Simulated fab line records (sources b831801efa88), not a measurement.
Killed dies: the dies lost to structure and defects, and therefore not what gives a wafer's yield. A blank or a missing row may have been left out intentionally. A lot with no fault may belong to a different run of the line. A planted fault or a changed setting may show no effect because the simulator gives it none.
fab line records | flow sky130
record lots=11 wafers=33 lastDay=50
route steps=708 shown CONTACT@429 METAL1@436 PAD_OPEN@708
lots with no fault: from the same line, run without faults
startH: the number of hours between the record's first day and the start of the first shown wafer of the lot | waitH: time in hours since the lot's previous step | " as in the row above | L1.1+2: a row that stands for several wafers | - no value present, or no start provided | * or withheld: withheld | < > ~ a bound
route shown NAME@n: a module of which the file shows steps, and the number in the route of the first | usual: mean/standard deviation taken from wafers without a fault | same: alike in all rows | chamber/n: place in a boat | sites: the reading at each site | _std_site: their standard deviation | _edge_site: outer sites' mean less inner sites' | radiusMm: how far each site lies from the wafer's centre | mask NAME#n: copy n | behind: the tool/chamber that last shaped the wafer | hold: what put the lot on hold/how long, in hours/how the hold closed | device: the n, p or np transistor that did not switch | end of line: at the end of the route, the tests of the same wafers | for a step that has no rows: nothing shown but its recipe | killed: dies lost to structure and defects at the first sort, not the wafer's yield | map: per-die view of a wafer (x killed, . not killed, _ where there is no die)
set.NAME: the setting the step ran with; set.NAME@STEP: the setting that earlier step ran with | model.NAME: the simulator's own value behind a step, which no gauge read
steps of the route over a sample of lots; a table a step, a row a wafer
services: when a tool's chamber went out of use (startH, in hours from the record's first day, below 0 if earlier), for how many hours, and the reason
## steps
# step SKY_CONTACT_SPUTTER_23
# recipe material=TiN targetThkNm=20 chamberPressurePa=5 powerW=4000 timeS=80
# usual throttleValvePct=30.2/1.3
# columns lot.wafer tool chamber startH waitH throttleValvePct
L832.3 pvdSputter-02 - 752.61 0.0 31.1
L832.4 " - " " 31.3
L832.6 " - " " 31.3
L835.3 pvdSputter-02 - 766.30 0.0 31.3
L835.4 " - " " 28.5
L835.5 " - " " 28.7
L839.2 pvdSputter-01 - 790.53 0.0 28.5
L839.3 " - " " 30.2
L839.6 " - " " 31.9
L844.1 pvdSputter-03 - 827.43 0.0 31.8
L844.3 " - " " 31.5
L844.5 " - " " 28.8
L845.3 pvdSputter-02 - 834.44 0.0 31.1
L845.4 " - " " 31.3
L845.6 " - " " 28.4
L848.1 pvdSputter-01 - 858.37 0.0 30.0
L848.3 " - " " 29.6
L848.5 " - " " 31.9
L850.2 pvdSputter-01 - 875.51 0.0 30.3
L850.5 " - " " 31.8
L850.6 " - " " 28.5
L851.2 pvdSputter-02 - 876.49 0.0 31.3
L851.3 " - " " 30.0
L851.6 " - " " 31.0
L852.2 pvdSputter-02 - 887.14 0.0 30.1
L852.3 " - " " 30.9
L852.4 " - " " 31.2
L854.4 pvdSputter-03 - 897.26 0.0 32.1
L854.5 " - " " 32.1
L854.6 " - " " 29.0
L855.1 pvdSputter-03 - 902.50 0.0 31.5
L855.3 " - " " 29.2
L855.6 " - " " 31.7
# step SKY_CONTACT_CVD_24
# recipe material=W targetThkNm=340 timeS=102.12 tempC=400 pressureTorr=40
# usual heaterPowerW=946/41
# columns lot.wafer tool chamber startH waitH heaterPowerW
L832.3 cvdW-02 1 752.71 0.1 1003
L832.4 " 0 " " 939
L832.6 " 1 " " 989
L835.3 cvdW-02 0 766.46 0.1 918
L835.4 " 1 " " 1003
L835.5 " 0 " " 911
L839.2 cvdW-02 0 790.59 0.0 929
L839.3 " 1 " " 984
L839.6 " 0 " " 918
L844.1 cvdW-01 0 827.49 0.0 964
L844.3 " 1 " " 900
L844.5 " 1 " " 862
L845.3 cvdW-01 0 834.54 0.1 964
L845.4 " 1 " " 870
L845.6 " 1 " " 898
L848.1 cvdW-02 1 858.43 0.0 1026
L848.3 " 1 " " 1020
L848.5 " 0 " " 927
L850.2 cvdW-01 0 875.57 0.0 933
L850.5 " 0 " " 958
L850.6 " 1 " " 908
L851.2 cvdW-02 1 876.55 0.0 976
L851.3 " 1 " " 1013
L851.6 " 1 " " 982
L852.2 cvdW-01 0 887.20 0.0 963
L852.3 " 1 " " 924
L852.4 " 0 " " 981
L854.4 cvdW-01 0 897.36 0.1 943
L854.5 " 1 " " 898
L854.6 " 0 " " 947
L855.1 cvdW-01 0 902.56 0.0 937
L855.3 " 1 " " 891
L855.6 " 0 " " 941
# step SKY_METAL1_SPUTTER_02
# recipe material=AlCu targetThkNm=250 powerW=10600 timeS=13.3 chamberPressurePa=0.4
# usual throttleValvePct=30.1/1.1
# columns lot.wafer tool chamber startH waitH throttleValvePct
L832.3 pvdSputter-04 - 753.31 0.0 30.7
L832.4 " - " " 29.6
L832.6 " - " " 30.6
L835.3 pvdSputter-04 - 767.06 0.0 29.0
L835.4 " - " " 29.7
L835.5 " - " " 29.4
L839.2 pvdSputter-03 - 791.23 0.0 32.0
L839.3 " - " " 29.2
L839.6 " - " " 32.2
L844.1 pvdSputter-02 - 828.13 0.0 30.0
L844.3 " - " " 31.1
L844.5 " - " " 31.1
L845.3 pvdSputter-04 - 835.14 0.0 30.7
L845.4 " - " " 31.1
L845.6 " - " " 29.6
L848.1 pvdSputter-03 - 859.07 0.0 28.9
L848.3 " - " " 28.5
L848.5 " - " " 31.4
L850.2 pvdSputter-04 - 876.21 0.0 29.4
L850.5 " - " " 30.4
L850.6 " - " " 30.7
L851.2 pvdSputter-04 - 877.19 0.0 29.3
L851.3 " - " " 30.7
L851.6 " - " " 29.9
L852.2 pvdSputter-02 - 887.84 0.0 28.6
L852.3 " - " " 31.2
L852.4 " - " " 30.8
L854.4 pvdSputter-02 - 897.96 0.0 31.1
L854.5 " - " " 31.2
L854.6 " - " " 31.0
L855.1 pvdSputter-04 - 903.22 0.0 30.9
L855.3 " - " " 29.3
L855.6 " - " " 30.6
# step SKY_METAL1_METAL_ETCH_19
# recipe targetDepthA=3600 stopOn=SiO2 overEtchFrac=0.289 timeS=78 chemistry=Cl2/BCl3 resistSidewallDeg=88 pressureMtorr=10 icpW=900 biasW=48.5 Cl2_flow_sccm=60 bcl3FlowSccm=30
# usual drypumpMotorCurrentA=5.5/0.56 oesProductAu=0.855/0.0058 rfFwdPowerW=893.5/2.6 throttleValvePct=22.263/0.0095
# columns lot.wafer tool chamber startH waitH drypumpMotorCurrentA oesProductAu rfFwdPowerW rfHoursCounterH throttleValvePct
L832.3 rieMetal-03 1 780.67 0.1 6.5 0.857 895.7 - 22.276
L832.4 " 0 " " 5.6 0.847 886.4 - 22.283
L832.6 " 1 " " 6.5 0.854 894.8 - 22.250
L835.3 rieMetal-03 1 793.74 0.1 6.5 0.861 890.9 - 22.259
L835.4 " 0 " " 5.7 0.858 897.3 - 22.244
L835.5 " 0 " " 5.7 0.849 896.0 - 22.272
L839.2 rieMetal-03 0 818.56 0.0 5.6 0.853 753.2 15 22.238
L839.3 " 0 " " 5.7 0.848 747.1 - 22.269
L839.6 " 0 " " 5.6 0.861 749.4 - 22.258
L844.1 rieMetal-04 0 854.76 0.0 4.7 0.860 890.8 2 22.274
L844.3 " 0 " " 4.7 0.855 895.6 - 22.258
L844.5 " 1 " " 5.1 0.853 889.0 - 22.268
L845.3 rieMetal-01 0 861.49 0.1 5.0 0.858 895.1 - 22.264
L845.4 " 1 " " 5.6 0.858 892.2 - 22.262
L845.6 " 1 " " 5.6 0.856 897.9 - 22.268
L848.1 rieMetal-04 0 885.30 0.0 4.7 0.853 896.6 3 22.266
L848.3 " 0 " " 4.7 0.856 898.8 - 22.269
L848.5 " 0 " " 4.7 0.858 896.0 - 22.262
L850.2 rieMetal-01 0 901.75 0.0 5.0 0.856 892.1 9 22.265
L850.5 " 0 " " 5.0 0.858 891.0 - 22.255
L850.6 " 1 " " 5.7 0.856 892.4 - 22.270
L851.2 rieMetal-04 1 902.10 0.0 5.2 0.850 895.5 12 22.257
L851.3 " 1 " " 5.2 0.853 896.0 - 22.259
L851.6 " 0 " " 4.7 0.863 897.8 - 22.279
L852.2 rieMetal-04 1 913.05 0.0 5.2 0.860 893.7 12 22.261
L852.3 " 1 " " 5.2 0.865 892.7 - 22.273
L852.4 " 0 " " 4.7 0.861 892.3 - 22.266
L854.4 rieMetal-01 1 923.68 0.1 5.6 0.856 892.8 - 22.287
L854.5 " 1 " " 5.6 0.866 894.0 - 22.265
L854.6 " 0 " " 5.0 0.856 891.7 - 22.260
L855.1 rieMetal-01 0 929.20 0.0 5.1 0.851 892.4 10 22.269
L855.3 " 0 " " 5.0 0.847 890.1 - 22.271
L855.6 " 0 " " 5.0 0.856 892.8 - 22.263
# step SKY_METAL1_STRIP_20
# recipe chemistry=O2/N2 powerW=1400 pressureMtorr=1500 platenTempC=withheld o2FlowSccm=3000 n2FlowSccm=300 overashFraction=0.5
# usual drypumpMotorCurrentA=5.8/0.56 oesProductAu=0.342/0.0051 stripTimeToEndpointS=2.69/0.072
# columns lot.wafer tool chamber startH waitH drypumpMotorCurrentA oesProductAu rfHoursCounterH stripTimeToEndpointS
L832.3 plasmaAsher-01 0 780.77 0.1 5.5 0.348 - 2.76
L832.4 " 1 " " 6.7 0.342 - 2.73
L832.6 " 1 " " 6.7 0.346 - 2.79
L835.3 plasmaAsher-02 1 793.83 0.1 5.0 0.349 - 2.77
L835.4 " 0 " " 6.0 0.341 - 2.69
L835.5 " 1 " " 5.0 0.341 - 2.65
L839.2 plasmaAsher-02 0 818.65 0.1 6.0 0.355 41 3.03
L839.3 " 1 " " 5.0 0.367 - 3.05
L839.6 " 1 " " 5.0 0.348 - 3.02
L844.1 plasmaAsher-03 1 854.85 0.1 5.9 0.346 70 2.72
L844.3 " 1 " " 5.9 0.339 - 2.67
L844.5 " 1 " " 5.9 0.334 - 2.72
L845.3 plasmaAsher-03 1 861.58 0.1 5.9 0.346 - 2.70
L845.4 " 0 " " 6.4 0.333 - 2.56
L845.6 " 0 " " 6.4 0.334 - 2.57
L848.1 plasmaAsher-01 0 885.39 0.1 5.6 0.340 13 2.66
L848.3 " 1 " " 6.7 0.346 - 2.66
L848.5 " 0 " " 5.6 0.349 - 2.67
L850.2 plasmaAsher-01 1 901.84 0.1 6.8 0.344 15 2.64
L850.5 " 1 " " 6.7 0.343 - 2.64
L850.6 " 0 " " 5.6 0.337 - 2.60
L851.2 plasmaAsher-03 0 902.19 0.1 6.3 0.337 74 2.68
L851.3 " 1 " " 5.9 0.345 - 2.72
L851.6 " 1 " " 6.0 0.336 - 2.68
L852.2 plasmaAsher-02 1 913.14 0.1 4.9 0.346 50 2.73
L852.3 " 1 " " 5.0 0.340 - 2.70
L852.4 " 0 " " 6.0 0.342 - 2.71
L854.4 plasmaAsher-02 0 923.77 0.1 6.0 0.336 - 2.56
L854.5 " 0 " " 6.0 0.338 - 2.54
L854.6 " 1 " " 5.0 0.341 - 2.62
L855.1 plasmaAsher-02 0 929.29 0.1 6.0 0.341 52 2.63
L855.3 " 1 " " 5.0 0.343 - 2.62
L855.6 " 0 " " 6.0 0.331 - 2.66
# step SKY_PAD_OPEN_PROBE_99
# usual defectLimitedYield=82.4/2 killed_at_M0_to_M3=42/6.8 killed_at_M4_up=3.4/1.8 killedAtContacts=25/5.7 killedAtFrontEnd=16/4.8 killedAtOther=0.2/0.39 killedDies=87/9.6 killedOnRim=17/3.9 killedOpen=47/6.9 killedShort=40/6.3 sort_bin_3_pad_short=0.9/0.45 sort_bin_5_function=10.4/1.5 sort_bin_6_memory=6.3/1.1 sortNPass=405/9.6 sortYieldPct=82.4/2
# same grossDies=492 killedAtBackSide=0 sort_bin_4_leakage[%]=0 sort_bin_8_speed[%]=0
# columns lot.wafer tool chamber startH waitH defectLimitedYield[%] killed_at_M0_to_M3 killed_at_M4_up killedAtContacts killedAtFrontEnd killedAtOther killedDies killedOnRim killedOpen killedShort sort_bin_3_pad_short[%] sort_bin_5_function[%] sort_bin_6_memory[%] sortNPass sortYieldPct[%]
L832.3 prober-01 - 1091.01 0.2 81.1 46 4 32 11 0 93 26 51 42 0.8 12.8 5.3 399 81.1
L832.4 prober-01 - 1091.06 0.2 81.7 48 4 26 11 1 90 14 49 41 0.4 11.4 6.5 402 81.7
L832.6 prober-01 - 1091.16 0.2 80.3 46 5 29 17 0 97 13 55 42 1.4 10.8 7.5 395 80.3
L835.3 prober-02 - 1099.03 0.2 82.7 31 3 29 22 0 85 18 49 36 0.8 9.8 6.7 407 82.7
L835.4 prober-02 - 1099.08 0.2 81.5 52 2 22 15 0 91 21 47 44 1.0 10.8 6.7 401 81.5
L835.5 prober-02 - 1099.13 0.2 83.1 50 4 16 13 0 83 23 48 35 1.2 11.0 4.7 409 83.1
L839.2 prober-02 - 1118.53 0.1 83.3 40 3 28 11 0 82 13 42 40 0.4 10.6 5.7 410 83.3
L839.3 prober-02 - 1118.58 0.2 85.6 29 4 20 18 0 71 12 36 35 1.0 6.9 6.5 421 85.6
L839.6 prober-02 - 1118.73 0.2 80.9 42 2 26 24 0 94 26 63 31 0.6 12.0 6.5 398 80.9
L844.1 prober-01 - 1146.27 0.1 81.1 51 2 25 15 0 93 21 51 42 0.4 11.6 6.9 399 81.1
L844.3 prober-01 - 1146.37 0.2 85.8 33 3 23 11 0 70 16 40 30 0.8 8.1 5.3 422 85.8
L844.5 prober-01 - 1146.47 0.2 79.9 50 5 31 13 0 99 20 59 40 1.2 12.4 6.5 393 79.9
L845.3 prober-02 - 1150.53 0.2 80.9 38 4 25 27 0 94 15 60 34 1.6 10.4 7.1 398 80.9
L845.4 prober-02 - 1150.58 0.2 84.6 38 1 22 14 1 76 11 39 37 0.2 9.6 5.7 416 84.6
L845.6 prober-02 - 1150.68 0.2 83.5 37 4 29 10 1 81 17 42 39 0.8 10.4 5.3 411 83.5
L848.1 prober-01 - 1167.13 0.1 80.9 46 4 29 15 0 94 15 51 43 1.4 12.2 5.5 398 80.9
L848.3 prober-01 - 1167.23 0.2 82.1 43 7 27 11 0 88 19 51 37 0.8 9.8 7.3 404 82.1
L848.5 prober-01 - 1167.33 0.2 82.5 44 3 23 16 0 86 7 50 36 1.0 10.4 6.1 406 82.5
L850.2 prober-01 - 1176.94 0.1 85.2 32 0 24 17 0 73 15 44 29 0.6 8.1 6.1 419 85.2
L850.5 prober-01 - 1177.09 0.2 85.6 42 0 18 11 0 71 14 39 32 0.4 6.5 7.5 421 85.6
L850.6 prober-01 - 1177.14 0.2 82.9 32 5 23 23 1 84 16 44 40 0.6 10.6 5.9 408 82.9
L851.2 prober-02 - 1179.06 0.1 83.5 45 2 22 11 1 81 16 47 34 0.2 11.0 5.3 411 83.5
L851.3 prober-02 - 1179.11 0.2 81.5 46 4 31 10 0 91 13 42 49 1.2 10.6 6.7 401 81.5
L851.6 prober-02 - 1179.26 0.2 82.1 39 5 34 10 0 88 13 47 41 0.6 11.4 5.9 404 82.1
L852.2 prober-01 - 1186.14 0.1 79.9 49 4 27 19 0 99 18 51 48 1.4 10.6 8.1 393 79.9
L852.3 prober-01 - 1186.19 0.2 82.5 37 5 31 12 1 86 23 47 39 1.6 10.2 5.7 406 82.5
L852.4 prober-01 - 1186.24 0.2 81.7 41 0 32 17 0 90 12 50 40 0.6 10.4 7.3 402 81.7
L854.4 prober-01 - 1190.77 0.2 81.1 57 2 20 14 0 93 18 50 43 0.6 11.2 7.1 399 81.1
L854.5 prober-01 - 1190.82 0.2 82.3 54 0 24 9 0 87 18 42 45 0.8 11.2 5.7 405 82.3
L854.6 prober-01 - 1190.87 0.2 84.6 48 5 15 8 0 76 15 42 34 1.0 8.9 5.5 416 84.6
L855.1 prober-02 - 1195.00 0.1 84.3 30 3 25 18 1 77 10 38 39 0 10.6 5.1 415 84.3
L855.3 prober-02 - 1195.10 0.2 83.1 44 5 16 17 1 83 16 46 37 1.0 10.0 5.9 409 83.1
L855.6 prober-02 - 1195.25 0.2 83.1 39 6 29 9 0 83 17 44 39 0.6 10.6 5.7 409 83.1
# killed by level:class
L832.3 VIA1:geometricParticle:open=14 CONTACT:geometricParticle:open=12 LI_CONTACT:geometricParticle:open=7 METAL1:geometricParticle:short=7 LOCAL_INTERCONNECT:geometricParticle:short=6 VIA1:geometricParticle:short=6 VIA3:geometricParticle:open=6 LI_CONTACT:geometricParticle:short=5
L832.4 CONTACT:geometricParticle:open=10 LI_CONTACT:geometricParticle:open=9 VIA1:geometricParticle:open=9 METAL1:geometricParticle:short=7 VIA1:geometricParticle:short=6 METAL2:geometricParticle:short=6 VIA2:geometricParticle:short=5 VIA3:geometricParticle:open=5
L832.6 VIA1:geometricParticle:open=19 CONTACT:geometricParticle:open=13 VIA1:geometricParticle:short=8 FIELD_ISO:geometricParticle:open=5 POLY_GATE:geometricParticle:short=5 LI_CONTACT:geometricParticle:open=5 CONTACT:geometricParticle:short=5 FIELD_ISO:geometricParticle:short=3
L835.3 CONTACT:geometricParticle:open=12 VIA3:geometricParticle:open=8 METAL2:geometricParticle:short=7 FIELD_ISO:geometricParticle:open=6 LI_CONTACT:geometricParticle:open=6 FIELD_ISO:geometricParticle:short=5 LOCAL_INTERCONNECT:geometricParticle:short=5 VIA1:geometricParticle:open=5
L835.4 VIA2:geometricParticle:short=10 VIA3:geometricParticle:open=9 VIA1:geometricParticle:open=8 VIA2:geometricParticle:open=7 LI_CONTACT:geometricParticle:open=6 CONTACT:geometricParticle:open=5 METAL2:geometricParticle:short=5 VIA3:geometricParticle:short=5
L835.5 VIA1:geometricParticle:open=10 VIA3:geometricParticle:open=10 METAL3:geometricParticle:short=6 CONTACT:geometricParticle:open=6 METAL2:geometricParticle:short=6 VIA2:geometricParticle:open=6 FIELD_ISO:geometricParticle:open=4 LI_CONTACT:geometricParticle:open=4
L839.2 CONTACT:geometricParticle:open=11 CONTACT:geometricParticle:short=8 VIA1:geometricParticle:open=8 LOCAL_INTERCONNECT:geometricParticle:short=6 VIA2:geometricParticle:open=6 FIELD_ISO:geometricParticle:open=4 METAL1:geometricParticle:short=4 VIA1:geometricParticle:short=4
L839.3 CONTACT:geometricParticle:open=9 FIELD_ISO:geometricParticle:open=7 VIA1:geometricParticle:open=7 POLY_GATE:geometricParticle:short=5 CONTACT:geometricParticle:short=5 LI_CONTACT:geometricParticle:open=4 VIA1:geometricParticle:short=4 METAL1:geometricParticle:short=4
L839.6 CONTACT:geometricParticle:open=12 VIA3:geometricParticle:open=11 VIA1:geometricParticle:open=10 FIELD_ISO:geometricParticle:open=7 VIA2:geometricParticle:open=7 POLY_GATE:geometricParticle:short=6 LI_CONTACT:geometricParticle:open=5 LOCAL_INTERCONNECT:geometricParticle:short=5
L844.1 VIA1:geometricParticle:open=15 CONTACT:geometricParticle:open=10 VIA2:geometricParticle:open=8 VIA3:geometricParticle:open=7 LOCAL_INTERCONNECT:geometricParticle:short=6 CONTACT:geometricParticle:short=5 VIA1:geometricParticle:short=5 METAL2:geometricParticle:short=5
L844.3 CONTACT:geometricParticle:open=8 VIA1:geometricParticle:open=8 LI_CONTACT:geometricParticle:open=6 METAL1:geometricParticle:short=5 VIA2:geometricParticle:open=5 VIA3:geometricParticle:open=5 CONTACT:geometricParticle:short=4 POLY_GATE:geometricParticle:open=3
L844.5 VIA1:geometricParticle:open=11 LI_CONTACT:geometricParticle:open=11 CONTACT:geometricParticle:open=11 METAL1:geometricParticle:short=8 VIA2:geometricParticle:open=7 VIA3:geometricParticle:open=6 METAL2:geometricParticle:short=5 POLY_GATE:geometricParticle:open=4
L845.3 CONTACT:geometricParticle:open=13 FIELD_ISO:geometricParticle:open=11 VIA1:geometricParticle:open=11 VIA2:geometricParticle:open=7 FIELD_ISO:geometricParticle:short=6 METAL2:geometricParticle:short=5 POLY_GATE:geometricParticle:open=4 CONTACT:geometricParticle:short=4
L845.4 VIA1:geometricParticle:open=13 METAL2:geometricParticle:short=7 POLY_GATE:geometricParticle:open=6 CONTACT:geometricParticle:open=5 CONTACT:geometricParticle:short=5 VIA1:geometricParticle:short=5 FIELD_ISO:geometricParticle:open=4 LI_CONTACT:geometricParticle:open=4
L845.6 LI_CONTACT:geometricParticle:open=9 VIA1:geometricParticle:open=9 METAL2:geometricParticle:short=8 VIA2:geometricParticle:open=8 CONTACT:geometricParticle:short=7 CONTACT:geometricParticle:open=6 LOCAL_INTERCONNECT:geometricParticle:short=4 METAL3:geometricParticle:short=4
L848.1 VIA1:geometricParticle:open=14 CONTACT:geometricParticle:open=10 LI_CONTACT:geometricParticle:open=7 METAL1:geometricParticle:short=6 LOCAL_INTERCONNECT:geometricParticle:short=5 METAL2:geometricParticle:short=5 VIA3:geometricParticle:open=5 CONTACT:geometricParticle:short=4
L848.3 LI_CONTACT:geometricParticle:open=13 CONTACT:geometricParticle:open=9 VIA2:geometricParticle:open=8 METAL1:geometricParticle:short=6 METAL4:geometricParticle:short=6 METAL3:geometricParticle:short=5 METAL2:geometricParticle:short=5 VIA3:geometricParticle:open=4
L848.5 VIA1:geometricParticle:open=15 CONTACT:geometricParticle:open=11 METAL1:geometricParticle:short=8 LI_CONTACT:geometricParticle:open=6 POLY_GATE:geometricParticle:open=5 VIA2:geometricParticle:short=4 VIA2:geometricParticle:open=4 SPACER:geometricParticle:short=3
L850.2 CONTACT:geometricParticle:open=9 VIA2:geometricParticle:open=9 LI_CONTACT:geometricParticle:open=7 VIA3:geometricParticle:short=5 FIELD_ISO:geometricParticle:open=4 FIELD_ISO:geometricParticle:short=4 POLY_GATE:geometricParticle:open=4 METAL1:geometricParticle:short=4
L850.5 VIA1:geometricParticle:open=13 CONTACT:geometricParticle:open=8 VIA1:geometricParticle:short=6 VIA3:geometricParticle:open=6 POLY_GATE:geometricParticle:short=4 METAL3:geometricParticle:short=4 LOCAL_INTERCONNECT:geometricParticle:short=4 VIA2:geometricParticle:open=4
L850.6 CONTACT:geometricParticle:open=10 VIA1:geometricParticle:open=8 LI_CONTACT:geometricParticle:open=7 SPACER:geometricParticle:short=6 FIELD_ISO:geometricParticle:short=5 METAL4:geometricParticle:short=5 FIELD_ISO:geometricParticle:open=4 POLY_GATE:geometricParticle:short=4
L851.2 VIA2:geometricParticle:open=10 VIA3:geometricParticle:open=9 CONTACT:geometricParticle:open=8 CONTACT:geometricParticle:short=6 VIA1:geometricParticle:open=6 POLY_GATE:geometricParticle:short=5 VIA1:geometricParticle:short=5 LI_CONTACT:geometricParticle:open=4
L851.3 CONTACT:geometricParticle:open=13 VIA1:geometricParticle:open=8 VIA2:geometricParticle:short=7 LOCAL_INTERCONNECT:geometricParticle:short=6 METAL2:geometricParticle:open=6 CONTACT:geometricParticle:short=6 VIA2:geometricParticle:open=6 METAL1:geometricParticle:short=5
L851.6 VIA1:geometricParticle:open=11 CONTACT:geometricParticle:open=10 CONTACT:geometricParticle:short=7 LI_CONTACT:geometricParticle:open=6 METAL1:geometricParticle:short=6 VIA2:geometricParticle:open=6 LOCAL_INTERCONNECT:geometricParticle:short=5 VIA1:geometricParticle:short=5
L852.2 CONTACT:geometricParticle:open=14 METAL2:geometricParticle:short=11 VIA3:geometricParticle:open=9 FIELD_ISO:geometricParticle:open=6 POLY_GATE:geometricParticle:short=6 LI_CONTACT:geometricParticle:open=6 VIA1:geometricParticle:open=6 FIELD_ISO:geometricParticle:short=5
L852.3 LI_CONTACT:geometricParticle:open=11 CONTACT:geometricParticle:open=10 VIA1:geometricParticle:short=6 CONTACT:geometricParticle:short=6 VIA1:geometricParticle:open=6 VIA3:geometricParticle:open=5 FIELD_ISO:geometricParticle:short=4 METAL1:geometricParticle:short=4
L852.4 VIA1:geometricParticle:open=11 LI_CONTACT:geometricParticle:open=9 CONTACT:geometricParticle:open=8 CONTACT:geometricParticle:short=7 LOCAL_INTERCONNECT:geometricParticle:short=5 METAL2:geometricParticle:short=5 POLY_GATE:geometricParticle:short=4 METAL2:geometricParticle:open=4
L854.4 VIA1:geometricParticle:open=18 METAL2:geometricParticle:short=9 FIELD_ISO:geometricParticle:short=5 VIA1:geometricParticle:short=5 CONTACT:geometricParticle:short=5 VIA2:geometricParticle:open=5 VIA3:geometricParticle:open=5 FIELD_ISO:geometricParticle:open=4
L854.5 VIA1:geometricParticle:open=12 LI_CONTACT:geometricParticle:open=8 METAL1:geometricParticle:short=8 METAL2:geometricParticle:short=8 VIA3:geometricParticle:open=8 CONTACT:geometricParticle:short=6 CONTACT:geometricParticle:open=5 VIA1:geometricParticle:short=5
L854.6 VIA1:geometricParticle:open=13 VIA3:geometricParticle:open=8 CONTACT:geometricParticle:open=7 METAL2:geometricParticle:short=5 METAL1:geometricParticle:short=5 METAL3:geometricParticle:short=5 POLY_GATE:geometricParticle:short=4 VIA2:geometricParticle:open=4
L855.1 FIELD_ISO:geometricParticle:open=7 LI_CONTACT:geometricParticle:open=6 LOCAL_INTERCONNECT:geometricParticle:short=6 CONTACT:geometricParticle:open=6 VIA1:geometricParticle:open=5 VIA2:geometricParticle:open=5 FIELD_ISO:geometricParticle:short=4 CONTACT:geometricParticle:short=4
L855.3 VIA1:geometricParticle:open=10 VIA3:geometricParticle:open=8 FIELD_ISO:geometricParticle:open=7 METAL1:geometricParticle:short=6 VIA2:geometricParticle:open=6 LOCAL_INTERCONNECT:geometricParticle:short=5 LI_CONTACT:geometricParticle:open=4 CONTACT:geometricParticle:open=4
L855.6 VIA1:geometricParticle:open=10 CONTACT:geometricParticle:open=8 VIA2:geometricParticle:open=7 LI_CONTACT:geometricParticle:open=6 CONTACT:geometricParticle:short=6 METAL2:geometricParticle:short=6 VIA3:geometricParticle:open=5 METAL4:geometricParticle:short=5
## services
# columns tool chamber startH hours kind
plasmaAsher-01 - 733.75 9.0 pm
pvdSputter-03 1 754.67 - consumableReplace:kit
cvdW-01 1 789.14 8.0 repair
rieMetal-01 - 798.21 28.1 pm
pvdSputter-01 - 809.19 6.6 repair
cvdW-01 - 812.46 0.5 repair
plasmaAsher-03 - 815.63 3.5 repair
rieMetal-04 - 820.55 0.3 repair
rieMetal-04 0 820.80 20.9 repair
rieMetal-04 1 838.27 3.8 repair
plasmaAsher-01 - 841.53 2.8 pm
plasmaAsher-02 - 848.60 0.9 repair
cvdW-02 1 852.98 2.5 repair
rieMetal-01 1 868.39 1.6 repair
pvdSputter-04 - 879.10 2.1 repair
pvdSputter-04 3 883.22 - consumableReplace:kit
pvdSputter-04 3 883.22 18.0 scheduledDown
pvdSputter-04 3 883.22 18.0 ventCycle
cvdW-01 - 904.00 14.0 pm
cvdW-01 0 904.00 14.0 ventCycle
cvdW-01 1 904.00 14.0 ventCycle
cvdW-01 0 918.00 - clean
cvdW-01 1 918.00 - clean
pvdSputter-01 - 924.37 6.0 repair
## key
firstSign step=SKY_METAL1_METAL_ETCH_19 reading=rfFwdPowerW direction=down sigmas=54 usual=893.5 struck=749.9
effect step=SKY_METAL1_STRIP_20 reading=stripTimeToEndpointS direction=up sigmas=4.8 usual=* struck=*
metAt SKY_METAL1_METAL_ETCH_19
struckLots L839
struckWafers L839.2,L839.3,L839.6
notActingAt SKY_CONTACT_SPUTTER_23,SKY_CONTACT_CVD_24,SKY_METAL1_SPUTTER_02
onsetBetween 793.74 818.56
fault kind=processParameterDrift tool=rieMetal-03 chamber=0 onsetH=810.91 steps=SKY_METAL1_METAL_ETCH_19 channel=icpW offset=-144 shape=step actsIn=theseRecipesOnly stated=900
